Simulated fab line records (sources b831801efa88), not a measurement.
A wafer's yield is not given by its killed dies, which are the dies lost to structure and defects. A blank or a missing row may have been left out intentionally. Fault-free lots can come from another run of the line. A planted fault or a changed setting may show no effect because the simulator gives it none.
fab line records	flow sfq-line
record: lots: 15	wafers: 45	last-day: 91
route steps=325 shown JJ@180 A5B@209 R5@215
lots that met no fault: taken from a fault-free run of the same line
start-h: the number of hours between the record's first day and the start of the first shown wafer of the lot	wait-h: how many hours have passed since the lot's step before this one	" unchanged from the row above	L1.1+2: one row covering several wafers at once	- value missing, or start not given	* or withheld: withheld	< > ~ a bound
route shown NAME@n: NAME is a module with steps in the file, n the number in the route of the first one	usual: mean/standard deviation taken from wafers without a fault	same: alike in all rows	chamber/n: place in a boat	sites: each site's reading	_std_site: standard deviation of those values	_edge_site: outer sites' mean less inner sites'	radius-mm: for every site, how far away it sits from the centre of the wafer	mask NAME#n: copy n	behind: tool/chamber where the wafer was last shaped	hold: cause of the lot's hold/its duration in hours/its outcome	device: the transistor (n, p or np) that didn't switch	end of line: tests of these same wafers at the route's end	step lacking rows: just its recipe	killed: dies lost to structure and defects at the first sort, not the wafer's yield	map: the dies of a wafer, with x for killed, . for not killed, _ for no die there
set.NAME: the setting as run; set.NAME@STEP: as run at that earlier step	model.NAME: the simulator's own value behind a step, which no gauge read
one table for each step of the route and one row for each wafer, over a sample of lots
services: when a tool's chamber went out of use (start-h, in hours from the record's first day, below 0 if earlier), for how many hours, and the reason
== steps ==
step: SFQ_TRILAYER_JJ_TRILAYER_DEP_SPUTTER_110
recipe: material: Al	base-pressure-pa: 1.33e-06	target-thk-nm: 8	power-w: 500	time-s: 10	chamber-pressure-pa: 0.4
usual: base-pressure-pa: 1.32e-06/9.5e-08	throttle-valve-pct: 30.0/1.2
lot.wafer	tool	chamber	start-h	wait-h	base-pressure-pa	throttle-valve-pct
L476.2	pvd-sputter-03	-	1171.43	0.0	1.27e-06	28.6
L476.4	"	-	"	"	1.37e-06	29.8
L476.5	"	-	"	"	1.33e-06	27.9
L479.1	pvd-sputter-05	-	1193.76	0.0	1.23e-06	31.2
L479.4	"	-	"	"	1.31e-06	30.2
L479.5	"	-	"	"	1.38e-06	31.9
L480.1	pvd-sputter-06	-	1199.76	0.0	1.27e-06	30.9
L480.2	"	-	"	"	1.33e-06	30.7
L480.6	"	-	"	"	1.4e-06	30.7
L481.1	pvd-sputter-03	-	1352.11	0.0	1.25e-06	28.4
L481.3	"	-	"	"	1.39e-06	29.5
L481.4	"	-	"	"	1.32e-06	28.0
L482.2	pvd-sputter-05	-	1354.53	0.0	1.33e-06	30.0
L482.4	"	-	"	"	1.37e-06	29.4
L482.5	"	-	"	"	1.5e-06	32.0
L483.2	pvd-sputter-03	-	1362.68	0.0	1.23e-06	28.6
L483.4	"	-	"	"	1.38e-06	28.3
L483.5	"	-	"	"	1.46e-06	30.8
L485.1	pvd-sputter-06	-	1382.00	0.0	1.41e-06	30.6
L485.3	"	-	"	"	1.31e-06	28.7
L485.5	"	-	"	"	1.37e-06	28.5
L492.2	pvd-sputter-05	-	1439.60	0.0	1.5e-06	32.1
L492.4	"	-	"	"	1.13e-06	29.3
L492.6	"	-	"	"	1.37e-06	31.1
L493.2	pvd-sputter-03	-	1443.22	0.0	1.18e-06	30.7
L493.3	"	-	"	"	1.35e-06	29.8
L493.4	"	-	"	"	1.34e-06	28.7
L494.2	pvd-sputter-06	-	1445.60	0.0	1.26e-06	30.9
L494.4	"	-	"	"	1.26e-06	30.8
L494.6	"	-	"	"	1.31e-06	31.1
L495.3	pvd-sputter-05	-	1449.20	0.0	1.29e-06	30.9
L495.5	"	-	"	"	1.17e-06	31.1
L495.6	"	-	"	"	1.35e-06	30.4
L496.2	pvd-sputter-03	-	1451.62	0.0	1.5e-06	28.5
L496.5	"	-	"	"	1.32e-06	29.8
L496.6	"	-	"	"	1.4e-06	28.5
L497.1	pvd-sputter-06	-	1456.42	0.0	1.44e-06	31.0
L497.2	"	-	"	"	1.31e-06	28.5
L497.5	"	-	"	"	1.2e-06	28.7
L498.2	pvd-sputter-05	-	1460.00	0.0	1.22e-06	32.0
L498.3	"	-	"	"	1.07e-06	31.1
L498.5	"	-	"	"	1.33e-06	30.3
L499.1	pvd-sputter-06	-	1504.89	0.0	1.33e-06	31.2
L499.5	"	-	"	"	1.49e-06	30.7
L499.6	"	-	"	"	1.41e-06	30.5
step: SFQ_TRILAYER_A5B_DEP_PECVD_129
recipe: material: SiO2	temp-c: 150	time-s: 133.33	pressure-torr: 2.4	rf-w: 183.3	precursor: SiH4/N2O	target-thk-nm: 600
usual: chamber-pressure-Torr: 2.401/0.0052	heater-power-outer-w: 27/10	heater-power-w: 77/16	throttle-valve-pct: 23.9/0.88
lot.wafer	tool	chamber	start-h	wait-h	chamber-pressure-Torr	heater-power-outer-w	heater-power-w	throttle-valve-pct
L476.2	pecvd-01	1	1318.77	0.0	2.398	4	41	25.9
L476.4	"	1	"	"	2.402	6	42	25.8
L476.5	"	0	"	"	2.392	36	86	25.4
L479.1	pecvd-02	2	1348.90	0.0	2.395	20	66	22.8
L479.4	"	1	"	"	2.401	34	87	22.2
L479.5	"	0	"	"	2.406	16	62	23.6
L480.1	pecvd-01	1	1354.90	0.0	2.407	4	40	25.6
L480.2	"	0	"	"	2.403	35	87	25.2
L480.6	"	0	"	"	2.408	36	88	25.6
L481.1	pecvd-01	0	1491.62	0.0	2.403	40	92	25.6
L481.3	"	2	"	"	2.398	23	67	24.5
L481.4	"	0	"	"	2.410	27	76	25.3
L482.2	pecvd-03	0	1494.02	0.0	2.409	38	95	23.5
L482.4	"	0	"	"	2.408	40	96	23.7
L482.5	"	1	"	"	2.400	21	77	23.5
L483.2	pecvd-03	0	1505.28	0.0	2.407	32	86	23.9
L483.4	"	0	"	"	2.401	35	92	23.8
L483.5	"	1	"	"	2.404	21	73	23.3
L485.1	pecvd-01	1	1519.22	0.0	2.404	6	43	25.8
L485.3	"	2	"	"	2.394	23	68	24.2
L485.5	"	1	"	"	2.401	8	49	25.8
L492.2	pecvd-03	2	1678.36	0.0	-	-	-	-
L492.4	"	1	"	"	-	-	-	-
L492.6	"	0	"	"	-	-	-	-
L493.2	pecvd-02	1	1681.96	0.0	-	-	-	-
L493.3	"	0	"	"	-	-	-	-
L493.4	"	2	"	"	-	-	-	-
L494.2	pecvd-02	0	1687.96	0.0	-	-	-	-
L494.4	"	2	"	"	-	-	-	-
L494.6	"	1	"	"	-	-	-	-
L495.3	pecvd-02	2	1693.96	0.0	2.401	23	72	23.6
L495.5	"	2	"	"	2.406	26	74	23.6
L495.6	"	1	"	"	2.402	37	92	23.0
L496.2	pecvd-03	1	1697.56	0.0	2.395	17	70	23.6
L496.5	"	2	"	"	2.400	43	100	23.8
L496.6	"	0	"	"	2.393	41	100	23.9
L497.1	pecvd-01	2	1701.16	0.0	2.398	18	61	22.3
L497.2	"	1	"	"	2.401	0	36	24.7
L497.5	"	0	"	"	2.404	44	104	24.4
L498.2	pecvd-02	1	1702.36	0.0	2.395	30	83	23.4
L498.3	"	0	"	"	2.404	27	77	24.2
L498.5	"	0	"	"	2.405	16	64	24.3
L499.1	pecvd-02	2	1732.24	0.0	2.400	26	76	23.4
L499.5	"	0	"	"	2.402	21	70	24.0
L499.6	"	2	"	"	2.404	16	61	23.5
step: SFQ_TRILAYER_A5B_METRO_MEASURE_131
lot.wafer	tool	chamber	start-h	wait-h
L476.2+4+5	film-metro-01	-	1322.06	1.7
L479.1+4+5	film-metro-04	-	1352.72	2.0
L480.1+2+6	film-metro-01	-	1363.44	2.5
L481.1+3+4	film-metro-01	-	1494.71	1.5
L482.2+4+5	film-metro-01	-	1497.91	2.7
L483.2+4+5	film-metro-01	-	1512.91	1.7
L485.1+3+5	film-metro-01	-	1530.71	1.5
L492.2+4+6	film-metro-01	-	1681.65	1.2
L493.2+3+4	film-metro-01	-	1685.25	2.2
L494.2+4+6	film-metro-03	-	1692.82	2.7
L495.3+5+6	film-metro-03	-	1697.45	1.4
L496.2+5+6	film-metro-03	-	1700.85	1.2
L497.1+2+5	film-metro-01	-	1704.25	1.5
L498.2+3+5	film-metro-03	-	1707.45	1.7
L499.1+5+6	film-metro-03	-	1735.33	1.0
step: SFQ_R5_RS_MEAS_933
recipe: thk-meas-gauge: four-point-probe	reads: Ti_of_TRILAYER_R5_DEP_SPUTTER_134+MoNx_of_TRILAYER_R5_DEP_SPUTTER_133+Ti_of_TRILAYER_R5_DEP_SPUTTER_132
usual: R5_MONX_RS: 7.09/0.088
lot.wafer	tool	chamber	start-h	wait-h	R5_MONX_RS[ohm/sq]
L476.2	film-metro-02	-	1323.19	0.0	7.16
L476.4	"	-	"	"	7.29
L476.5	"	-	"	"	7.18
L479.1	film-metro-02	-	1354.02	0.0	7.09
L479.4	"	-	"	"	7.09
L479.5	"	-	"	"	7.18
L480.1	film-metro-02	-	1364.73	0.0	7.01
L480.2	"	-	"	"	6.94
L480.6	"	-	"	"	6.98
L481.1	film-metro-03	-	1496.00	0.0	7.15
L481.3	"	-	"	"	7.09
L481.4	"	-	"	"	7.06
L482.2	film-metro-03	-	1499.02	0.0	7.18
L482.4	"	-	"	"	7.21
L482.5	"	-	"	"	7.19
L483.2	film-metro-02	-	1514.02	0.0	6.99
L483.4	"	-	"	"	6.98
L483.5	"	-	"	"	6.97
L485.1	film-metro-02	-	1532.00	0.0	6.84
L485.3	"	-	"	"	6.89
L485.5	"	-	"	"	6.89
L492.2	film-metro-02	-	1682.77	0.0	7.09
L492.4	"	-	"	"	7.04
L492.6	"	-	"	"	7.09
L493.2	film-metro-03	-	1686.37	0.0	7.08
L493.3	"	-	"	"	7.01
L493.4	"	-	"	"	7.10
L494.2	film-metro-02	-	1693.93	0.0	7.21
L494.4	"	-	"	"	7.22
L494.6	"	-	"	"	7.31
L495.3	film-metro-01	-	1698.39	0.0	7.19
L495.5	"	-	"	"	7.21
L495.6	"	-	"	"	7.11
L496.2	film-metro-02	-	1701.97	0.0	7.06
L496.5	"	-	"	"	7.01
L496.6	"	-	"	"	7.09
L497.1	film-metro-03	-	1705.55	0.0	7.12
L497.2	"	-	"	"	7.09
L497.5	"	-	"	"	7.11
L498.2	film-metro-01	-	1708.57	0.0	7.06
L498.3	"	-	"	"	6.96
L498.5	"	-	"	"	6.97
L499.1	film-metro-02	-	1736.62	0.0	7.12
L499.5	"	-	"	"	7.23
L499.6	"	-	"	"	7.21
step: SFQ_TRILAYER_R5_ETCH_METAL_ETCH_139
recipe: stop-on: SiO2	mask-material: PR	chemistry: Cl2	target-depth-nm: 60	icp-w: 600	bias-w: 80	pressure-mtorr: 10	time-s: 40
usual: drypump-motor-current-A: 5.5/0.42	oes-product-au: 0.991/0.0064
lot.wafer	tool	chamber	start-h	wait-h	drypump-motor-current-A	oes-product-au	rf-hours-counter-h
L476.2	rie-metal-02	1	1453.03	0.0	4.8	0.982	99
L476.4	"	1	"	"	4.8	0.991	-
L476.5	"	1	"	"	4.8	0.990	-
L479.1	rie-metal-01	1	1474.50	0.0	5.8	0.986	16
L479.4	"	0	"	"	6.0	1.000	-
L479.5	"	1	"	"	5.8	0.979	-
L480.1	rie-metal-01	1	1497.92	0.0	5.8	0.985	18
L480.2	"	0	"	"	6.0	0.977	62
L480.6	"	1	"	"	5.8	0.990	-
L481.1	rie-metal-01	1	1611.92	0.0	5.8	0.983	37
L481.3	"	1	"	"	5.8	0.988	-
L481.4	"	0	"	"	6.0	0.986	-
L482.2	rie-metal-02	0	1614.32	0.0	5.7	0.998	48
L482.4	"	1	"	"	4.8	0.985	-
L482.5	"	0	"	"	5.7	0.994	-
L483.2	rie-metal-04	1	1623.92	0.0	5.0	0.990	93
L483.4	"	1	"	"	4.9	0.996	-
L483.5	"	1	"	"	4.9	0.994	-
L485.1	rie-metal-04	1	1641.92	0.0	4.9	0.989	96
L485.3	"	0	"	"	5.4	0.996	-
L485.5	"	1	"	"	4.9	0.992	-
L492.2	rie-metal-01	0	1783.00	0.0	6.0	0.992	102
L492.4	"	0	"	"	6.0	1.001	-
L492.6	"	1	"	"	5.8	0.993	-
L493.2	rie-metal-01	0	1786.60	0.0	6.0	0.982	103
L493.3	"	0	"	"	6.0	1.000	-
L493.4	"	1	"	"	5.7	1.001	-
L494.2	rie-metal-04	1	1793.88	0.1	4.9	0.987	-
L494.4	"	1	"	"	4.9	1.002	-
L494.6	"	1	"	"	4.9	0.990	-
L495.3	rie-metal-01	1	1799.82	0.0	5.8	0.996	-
L495.5	"	0	"	"	6.0	0.983	-
L495.6	"	1	"	"	5.8	0.993	-
L496.2	rie-metal-02	0	1802.28	0.1	5.7	0.993	-
L496.5	"	0	"	"	5.7	0.997	-
L496.6	"	0	"	"	5.7	0.993	-
L497.1	rie-metal-04	1	1804.60	0.0	5.0	1.000	119
L497.2	"	0	"	"	5.4	0.988	68
L497.5	"	1	"	"	5.0	0.989	-
L498.2	rie-metal-01	1	1810.60	0.0	5.8	0.989	64
L498.3	"	0	"	"	6.0	0.977	-
L498.5	"	0	"	"	6.0	0.985	-
L499.1	rie-metal-04	1	1836.10	0.0	4.9	0.991	122
L499.5	"	1	"	"	4.9	0.986	-
L499.6	"	0	"	"	5.4	0.997	-
== services ==
tool	chamber	start-h	hours	kind
rie-metal-01	1	1168.74	9.6	repair
pvd-sputter-05	-	1169.49	2.7	repair
pecvd-01	-	1176.20	5.5	pm
film-metro-01	-	1198.48	1.9	pm
film-metro-01	-	1201.89	0.8	pm
pecvd-02	-	1203.92	0.5	repair
pecvd-02	0	1204.28	6.8	repair
film-metro-01	-	1205.11	0.4	pm
pecvd-02	2	1396.02	3.5	repair
film-metro-01	-	1443.48	2.5	pm
film-metro-01	-	1450.11	0.5	pm
pecvd-02	-	1457.04	0.8	repair
rie-metal-01	-	1503.70	2.8	pm
pecvd-02	-	1506.04	1.1	repair
pecvd-02	-	1529.29	0.2	repair
rie-metal-01	0	1576.86	2.7	repair
film-metro-01	-	1628.76	2.3	pm
film-metro-01	-	1657.79	10.2	repair
film-metro-01	-	1672.49	0.8	pm
film-metro-01	-	1688.48	0.4	pm
film-metro-01	-	1691.89	0.4	pm
film-metro-01	-	1695.11	1.8	pm
film-metro-01	-	1747.28	2.2	repair
pecvd-02	-	1824.51	5.5	pm
== key ==
first-sign: step: SFQ_TRILAYER_A5B_DEP_PECVD_129	reading: tool-record	direction: missing
effect none on later readings
met-at SFQ_TRILAYER_A5B_DEP_PECVD_129
struck-lots L492,L493,L494
not-acting-at SFQ_TRILAYER_JJ_TRILAYER_DEP_SPUTTER_110,SFQ_R5_RS_MEAS_933,SFQ_TRILAYER_R5_ETCH_METAL_ETCH_139
onset-between 1505.28 1678.36
fault: kind: skipped-step-whole	tool: pecvd-02,pecvd-03	chamber: -	onset-h: 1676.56	steps: SFQ_TRILAYER_A5B_DEP_PECVD_129	scope: struck-lots-only
